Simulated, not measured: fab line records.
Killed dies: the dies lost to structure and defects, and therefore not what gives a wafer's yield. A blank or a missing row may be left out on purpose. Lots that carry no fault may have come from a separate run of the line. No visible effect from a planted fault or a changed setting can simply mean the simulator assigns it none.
The tool behind it: which one? + flow gf180mcu + 24 lots, 72 wafers sampled, at 6 steps of a route of 602

## WHAT THE GAUGES READ, wafer by wafer
GF_V2_OVL_MEAS_15. Usual: for V2_OVL the level is -3 nm and the standard deviation is 5.1.
| lot  | measured     | on         | V2_OVL (nm) | flag |
|------|--------------|------------|-------------|------|
| L074 | day 20 07:59 | overlay-02 | -5 -2 -9    |      |
| L075 | day 20 19:13 | overlay-01 | -3 -6 -3    |      |
| L076 | day 20 23:59 | overlay-02 | 2 1 -1      |      |
| L077 | day 21 10:05 | overlay-02 | -11 -10 -11 |      |
| L078 | day 22 01:16 | overlay-01 | 5 2 3       |      |
| L079 | day 22 08:56 | overlay-02 | -8 -14 -5   |      |
| L080 | day 22 17:12 | overlay-01 | -7 -2 -2    |      |
| L081 | day 23 04:51 | overlay-02 | -3 -2 -3    |      |
| L082 | day 23 12:18 | overlay-02 | -11 -9 4    |      |
| L083 | day 23 15:32 | overlay-01 | 6 5 5       |      |
| L084 | day 24 02:41 | overlay-01 | -4 -10 0    |      |
| L085 | day 24 08:01 | overlay-01 | 1 -4 -6     |      |
| L086 | day 24 13:45 | overlay-01 | -9 -8 -6    |      |
| L087 | day 24 19:56 | overlay-02 | -8 -3 -9    |      |
| L088 | day 25 09:17 | overlay-02 | 2 -8 -1     |      |
| L089 | day 25 14:43 | overlay-02 | 8 3 6       |      |
| L090 | day 25 20:27 | overlay-02 | 2 9 3       |      |
| L091 | day 26 10:01 | overlay-01 | -4 -6 -10   |      |
| L092 | day 26 10:41 | overlay-01 | -8 1 2      |      |
| L093 | day 26 15:43 | overlay-01 | -5 2 -1     |      |
| L094 | day 27 02:04 | overlay-02 | -3 2 -2     |      |
| L095 | day 27 11:11 | overlay-01 | -1 4 3      |      |
| L096 | day 27 17:23 | overlay-02 | -4 1 -2     |      |
| L097 | day 28 00:17 | overlay-02 | -7 -3 -9    |      |

GF_V2_RS_MEAS_24: measures by four-point-probe. Usual: for V2_W_RS the level is 0.329 ohm/sq and the standard deviation is 0.0049.
| lot  | measured     | on           | V2_W_RS (ohm/sq)  | flag |
|------|--------------|--------------|-------------------|------|
| L074 | day 20 08:57 | filmMetro-02 | 0.327 0.329 0.327 |      |
| L075 | day 20 20:08 | filmMetro-01 | 0.330 0.329 0.328 |      |
| L076 | day 21 00:58 | filmMetro-01 | 0.328 0.326 0.325 |      |
| L077 | day 21 11:05 | filmMetro-01 | 0.329 0.331 0.332 |      |
| L078 | day 22 02:16 | filmMetro-01 | 0.324 0.327 0.328 |      |
| L079 | day 22 09:53 | filmMetro-02 | 0.334 0.335 0.335 |      |
| L080 | day 22 18:09 | filmMetro-02 | 0.331 0.336 0.340 |      |
| L081 | day 23 05:46 | filmMetro-01 | 0.324 0.324 0.323 |      |
| L082 | day 23 13:14 | filmMetro-02 | 0.337 0.331 0.339 |      |
| L083 | day 23 16:27 | filmMetro-02 | 0.324 0.325 0.325 |      |
| L084 | day 24 03:38 | filmMetro-02 | 0.336 0.333 0.333 |      |
| L085 | day 24 09:01 | filmMetro-01 | 0.326 0.326 0.327 |      |
| L086 | day 24 14:41 | filmMetro-02 | 0.330 0.332 0.332 |      |
| L087 | day 24 20:53 | filmMetro-02 | 0.326 0.326 0.329 |      |
| L088 | day 25 10:12 | filmMetro-02 | 0.337 0.334 0.340 |      |
| L089 | day 25 15:38 | filmMetro-03 | 0.332 0.330 0.326 |      |
| L090 | day 25 21:24 | filmMetro-03 | 0.330 0.336 0.333 |      |
| L091 | day 26 11:01 | filmMetro-03 | 0.330 0.326 0.328 |      |
| L092 | day 26 11:37 | filmMetro-03 | 0.325 0.325 0.327 |      |
| L093 | day 26 16:40 | filmMetro-02 | 0.326 0.321 0.327 |      |
| L094 | day 27 02:58 | filmMetro-02 | 0.337 0.333 0.333 |      |
| L095 | day 27 12:13 | filmMetro-03 | 0.328 0.328 0.327 |      |
| L096 | day 27 18:26 | filmMetro-02 | 0.320 0.321 0.320 |      |
| L097 | day 28 01:13 | filmMetro-01 | 0.340 0.331 0.338 |      |

GF_M4_THK_MEAS_06: measures by xrf. Usual: for M4_ALCU_THK the level is 445 nm and the standard deviation is 4.9.
| lot  | measured     | on           | M4_ALCU_THK (nm) | flag |
|------|--------------|--------------|------------------|------|
| L074 | day 22 12:26 | filmMetro-04 | 447 444 447      |      |
| L075 | day 22 22:38 | filmMetro-03 | 446 449 448      |      |
| L076 | day 23 02:23 | filmMetro-03 | 442 444 441      |      |
| L077 | day 23 13:43 | filmMetro-04 | 451 443 446      |      |
| L078 | day 24 02:44 | filmMetro-04 | 450 453 441      |      |
| L079 | day 24 10:51 | filmMetro-03 | 444 445 441      |      |
| L080 | day 24 19:52 | filmMetro-01 | 442 445 440      |      |
| L081 | day 25 05:15 | filmMetro-04 | 450 447 449      |      |
| L082 | day 25 12:22 | filmMetro-04 | 453 444 455      |      |
| L083 | day 25 15:45 | filmMetro-04 | 443 442 443      |      |
| L084 | day 26 02:30 | filmMetro-01 | 440 444 443      |      |
| L085 | day 26 07:21 | filmMetro-04 | 438 450 446      |      |
| L086 | day 26 12:47 | filmMetro-03 | 448 444 446      |      |
| L087 | day 26 18:49 | filmMetro-01 | 445 443 444      |      |
| L088 | day 27 07:16 | filmMetro-01 | 444 439 438      |      |
| L089 | day 27 12:36 | filmMetro-04 | 452 447 450      |      |
| L090 | day 27 17:43 | filmMetro-03 | 444 448 443      |      |
| L091 | day 28 06:34 | filmMetro-04 | 455 454 447      |      |
| L092 | day 28 08:03 | filmMetro-04 | 448 448 446      |      |
| L093 | day 28 12:06 | filmMetro-01 | 439 440 446      |      |
| L094 | day 28 22:14 | filmMetro-03 | 432 437 435      |      |
| L095 | day 29 06:45 | filmMetro-04 | 452 443 448      |      |
| L096 | day 29 11:51 | filmMetro-04 | 450 446 447      |      |
| L097 | day 29 19:18 | filmMetro-01 | 441 430 437      |      |

GF_V4_THK_MEAS_03. Usual: for V4_CVD_02_THK the level is 848 nm and the standard deviation is 11.
| lot  | measured     | on           | V4_CVD_02_THK (nm) | flag |
|------|--------------|--------------|--------------------|------|
| L074 | day 23 12:37 | filmMetro-01 | 839 840 858        |      |
| L075 | day 23 21:48 | filmMetro-01 | 838 848 859        |      |
| L076 | day 24 00:36 | filmMetro-03 | 848 859 872        |      |
| L077 | day 24 11:52 | filmMetro-03 | 858 851 879        |      |
| L078 | day 25 01:12 | filmMetro-02 | 851 843 851        |      |
| L079 | day 25 09:08 | filmMetro-02 | 851 862 855        |      |
| L080 | day 25 18:07 | filmMetro-02 | 852 854 859        |      |
| L081 | day 26 02:36 | filmMetro-02 | 819 823 847        |      |
| L082 | day 26 10:59 | filmMetro-02 | 841 848 850        |      |
| L083 | day 26 13:06 | filmMetro-01 | 845 855 844        |      |
| L084 | day 27 00:24 | filmMetro-02 | 840 844 847        |      |
| L085 | day 27 03:48 | filmMetro-02 | 832 837 852        |      |
| L086 | day 27 10:37 | filmMetro-01 | 841 858 860        |      |
| L087 | day 27 16:11 | filmMetro-02 | 864 854 848        |      |
| L088 | day 28 03:41 | filmMetro-02 | 840 855 844        |      |
| L089 | day 28 09:19 | filmMetro-03 | 844 837 861        |      |
| L090 | day 28 14:08 | filmMetro-03 | 846 851 867        |      |
| L091 | day 29 02:41 | filmMetro-01 | 847 867 851        |      |
| L092 | day 29 04:25 | filmMetro-03 | 832 841 843        |      |
| L093 | day 29 08:17 | filmMetro-01 | 836 850 839        |      |
| L094 | day 29 18:14 | filmMetro-03 | 830 828 841        |      |
| L095 | day 30 02:01 | filmMetro-01 | 851 845 863        |      |
| L096 | day 30 07:56 | filmMetro-02 | 845 854 864        |      |
| L097 | day 30 14:34 | filmMetro-02 | 844 847 841        |      |

## TOOL THAT RAN EACH LOT (tool first, then ch and the chambers of the sampled wafers, then the start)
| lot  | GF_M3_SPUTTER_02            | GF_M3_METAL_ETCH_16              |
|------|-----------------------------|----------------------------------|
| L074 | pvdSputter-01, day 20 09:34 | rieMetal-01 ch 0,1, day 21 09:52 |
| L075 | pvdSputter-04, day 20 20:45 | rieMetal-01 ch 0,1, day 21 20:49 |
| L076 | pvdSputter-03, day 21 01:35 | rieMetal-04 ch 1, day 22 01:13   |
| L077 | pvdSputter-04, day 21 11:39 | rieMetal-04 ch 1, day 22 11:41   |
| L078 | pvdSputter-03, day 22 02:51 | rieMetal-03 ch 0,1, day 23 01:40 |
| L079 | pvdSputter-04, day 22 10:30 | rieMetal-01 ch 0,1, day 23 09:40 |
| L080 | pvdSputter-03, day 22 18:43 | rieMetal-03 ch 0,1, day 23 18:07 |
| L081 | pvdSputter-04, day 23 06:22 | rieMetal-01 ch 0,1, day 24 04:01 |
| L082 | pvdSputter-04, day 23 13:49 | rieMetal-03 ch 0, day 24 11:57   |
| L083 | pvdSputter-04, day 23 17:04 | rieMetal-01 ch 0,1, day 24 14:58 |
| L084 | pvdSputter-01, day 24 04:14 | rieMetal-04 ch 0,1, day 25 01:58 |
| L085 | pvdSputter-01, day 24 09:38 | rieMetal-01 ch 0,1, day 25 07:01 |
| L086 | pvdSputter-03, day 24 15:16 | rieMetal-03 ch 0,1, day 25 13:08 |
| L087 | pvdSputter-04, day 24 21:26 | rieMetal-03 ch 0,1, day 25 19:14 |
| L088 | pvdSputter-01, day 25 10:49 | rieMetal-03 ch 0,1, day 26 07:58 |
| L089 | pvdSputter-04, day 25 16:14 | rieMetal-01 ch 0,1, day 26 13:10 |
| L090 | pvdSputter-03, day 25 21:58 | rieMetal-04 ch 0,1, day 26 18:43 |
| L091 | pvdSputter-03, day 26 11:37 | rieMetal-01 ch 0,1, day 27 08:22 |
| L092 | pvdSputter-01, day 26 12:13 | rieMetal-04 ch 0, day 27 09:05   |
| L093 | pvdSputter-01, day 26 17:14 | rieMetal-03 ch 0,1, day 27 13:34 |
| L094 | pvdSputter-01, day 27 03:35 | rieMetal-03 ch 0,1, day 28 00:07 |
| L095 | pvdSputter-04, day 27 12:49 | rieMetal-03 ch 0,1, day 28 08:46 |
| L096 | pvdSputter-01, day 27 19:04 | rieMetal-03 ch 0,1, day 28 13:58 |
| L097 | pvdSputter-01, day 28 01:50 | rieMetal-04 ch 0,1, day 28 21:13 |
- GF_M3_SPUTTER_02: material AlCu, target thk 450 nm, time 23.9 s.
- GF_M3_METAL_ETCH_16: etches the open film in Cl2/BCl3, stops on SiO2, target depth 627.5 nm, time 104.6 s.

## WHAT THE TOOLS THEMSELVES READ (means of the sampled wafers that have a number; where no wafer has one, the mark that the record gives instead)
GF_M3_SPUTTER_02. Usual: chamberPressurePa 0.4000 Pa, standard deviation 0.00076; throttleValvePct 30.3 %, standard deviation 1.1.
| lot  | tool          | chamberPressurePa (Pa) | throttleValvePct (%) | flag |
|------|---------------|------------------------|----------------------|------|
| L074 | pvdSputter-01 | 0.3996                 | 30.2                 |      |
| L075 | pvdSputter-04 | 0.3999                 | 30.0                 |      |
| L076 | pvdSputter-03 | 0.3997                 | 29.8                 |      |
| L077 | pvdSputter-04 | 0.3998                 | 30.5                 |      |
| L078 | pvdSputter-03 | 0.3999                 | 30.0                 |      |
| L079 | pvdSputter-04 | 0.4004                 | 30.4                 |      |
| L080 | pvdSputter-03 | 0.3997                 | 29.8                 |      |
| L081 | pvdSputter-04 | 0.3994                 | 31.0                 |      |
| L082 | pvdSputter-04 | 0.3998                 | 30.8                 |      |
| L083 | pvdSputter-04 | 0.4006                 | 30.4                 |      |
| L084 | pvdSputter-01 | 0.3997                 | 30.9                 |      |
| L085 | pvdSputter-01 | 0.3994                 | 30.9                 |      |
| L086 | pvdSputter-03 | 0.3992                 | 30.0                 |      |
| L087 | pvdSputter-04 | 0.4000                 | 30.4                 |      |
| L088 | pvdSputter-01 | 0.4001                 | 29.8                 |      |
| L089 | pvdSputter-04 | 0.4005                 | 30.9                 |      |
| L090 | pvdSputter-03 | 0.4001                 | 30.0                 |      |
| L091 | pvdSputter-03 | 0.4006                 | 30.2                 |      |
| L092 | pvdSputter-01 | 0.4006                 | 30.6                 |      |
| L093 | pvdSputter-01 | 0.3991                 | 30.5                 |      |
| L094 | pvdSputter-01 | 0.3998                 | 29.8                 |      |
| L095 | pvdSputter-04 | 0.3997                 | 30.5                 |      |
| L096 | pvdSputter-01 | 0.4002                 | 29.5                 |      |
| L097 | pvdSputter-01 | 0.3999                 | 29.7                 |      |

GF_M3_METAL_ETCH_16. Usual: bcl3FlowSccm 40.01 sccm, standard deviation 0.12; biasW 140.1 W, standard deviation 0.41; drypumpMotorCurrentA 5.7 A, standard deviation 0.55; oesProductAu 0.970 a.u., standard deviation 0.0058; rfFwdPowerW 794.3 W, standard deviation 2.7; throttleValvePct 28.250 %, standard deviation 0.0098.
| lot  | tool        | bcl3FlowSccm (sccm) | biasW (W) | drypumpMotorCurrentA (A) | oesProductAu (a.u.) | rfFwdPowerW (W) | throttleValvePct (%) | flag |
|------|-------------|---------------------|-----------|--------------------------|---------------------|-----------------|----------------------|------|
| L074 | rieMetal-01 | 39.96               | 140.6     | 6.4                      | 0.961               | 794.8           | 28.255               |      |
| L075 | rieMetal-01 | 40.12               | 139.9     | 6.4                      | 0.969               | 796.4           | 28.249               |      |
| L076 | rieMetal-04 | 39.89               | 140.0     | 5.1                      | 0.966               | 793.0           | 28.252               |      |
| L077 | rieMetal-04 | 40.09               | 140.1     | 5.2                      | 0.971               | 795.3           | 28.248               |      |
| L078 | rieMetal-03 | 39.86               | 139.9     | 5.5                      | 0.972               | 794.8           | 28.249               |      |
| L079 | rieMetal-01 | 40.06               | 140.4     | 6.4                      | 0.968               | 793.5           | 28.258               |      |
| L080 | rieMetal-03 | 39.95               | 140.3     | 5.4                      | 0.964               | 791.1           | 28.255               |      |
| L081 | rieMetal-01 | 39.94               | 140.2     | 6.4                      | 0.973               | 795.1           | 28.250               |      |
| L082 | rieMetal-03 | 40.06               | 140.3     | 5.3                      | 0.973               | 794.4           | 28.255               |      |
| L083 | rieMetal-01 | 39.97               | 140.0     | 6.4                      | 0.966               | 791.9           | 28.240               |      |
| L084 | rieMetal-04 | 40.01               | 140.2     | 5.8                      | 0.971               | 791.4           | 28.250               |      |
| L085 | rieMetal-01 | 40.12               | 139.8     | 6.1                      | 0.967               | 795.7           | 28.243               |      |
| L086 | rieMetal-03 | 39.95               | 139.7     | 5.5                      | 0.980               | 793.1           | 28.244               |      |
| L087 | rieMetal-03 | 40.13               | 140.3     | 5.4                      | 0.976               | 796.8           | 28.247               |      |
| L088 | rieMetal-03 | 40.16               | 139.7     | 5.4                      | 0.965               | 793.2           | 28.258               |      |
| L089 | rieMetal-01 | 39.97               | 140.5     | 6.4                      | 0.964               | 798.5           | 28.251               |      |
| L090 | rieMetal-04 | 40.12               | 140.7     | 5.9                      | 0.969               | 795.6           | 28.246               |      |
| L091 | rieMetal-01 | 40.05               | 139.5     | 6.4                      | 0.971               | 793.2           | 28.254               |      |
| L092 | rieMetal-04 | 39.98               | 140.2     | 6.3                      | 0.972               | 795.2           | 28.266               |      |
| L093 | rieMetal-03 | 40.10               | 140.0     | 5.4                      | 0.972               | 793.0           | 28.258               |      |
| L094 | rieMetal-03 | 39.92               | 140.1     | 5.4                      | 0.973               | 791.4           | 28.254               |      |
| L095 | rieMetal-03 | 39.96               | 140.2     | 5.4                      | 0.977               | 795.0           | 28.247               |      |
| L096 | rieMetal-03 | 39.98               | 139.8     | 5.4                      | 0.980               | 792.2           | 28.247               |      |
| L097 | rieMetal-04 | 39.97               | 140.2     | 5.5                      | 0.973               | 794.1           | 28.251               |      |

## THE ANSWER, worked out from the rows above alone
Rule: lot off if the mean of its wafers having a number is beyond 3 standard deviations from the usual mean. Also off: a lot with no number at a reading for which 4 or more lots have one. Any other lot the step has rows for is counted as sound. First the gauges in route order, then the tools' own readings, where a lot's mean is used as printed above. The first step at which some lot is off is used, and at that step the reading that is off furthest; a lot without a number counts as furthest.
None of the lots is off at any reading shown; this tells nothing.

## WHAT THE SIMULATOR PUT IN
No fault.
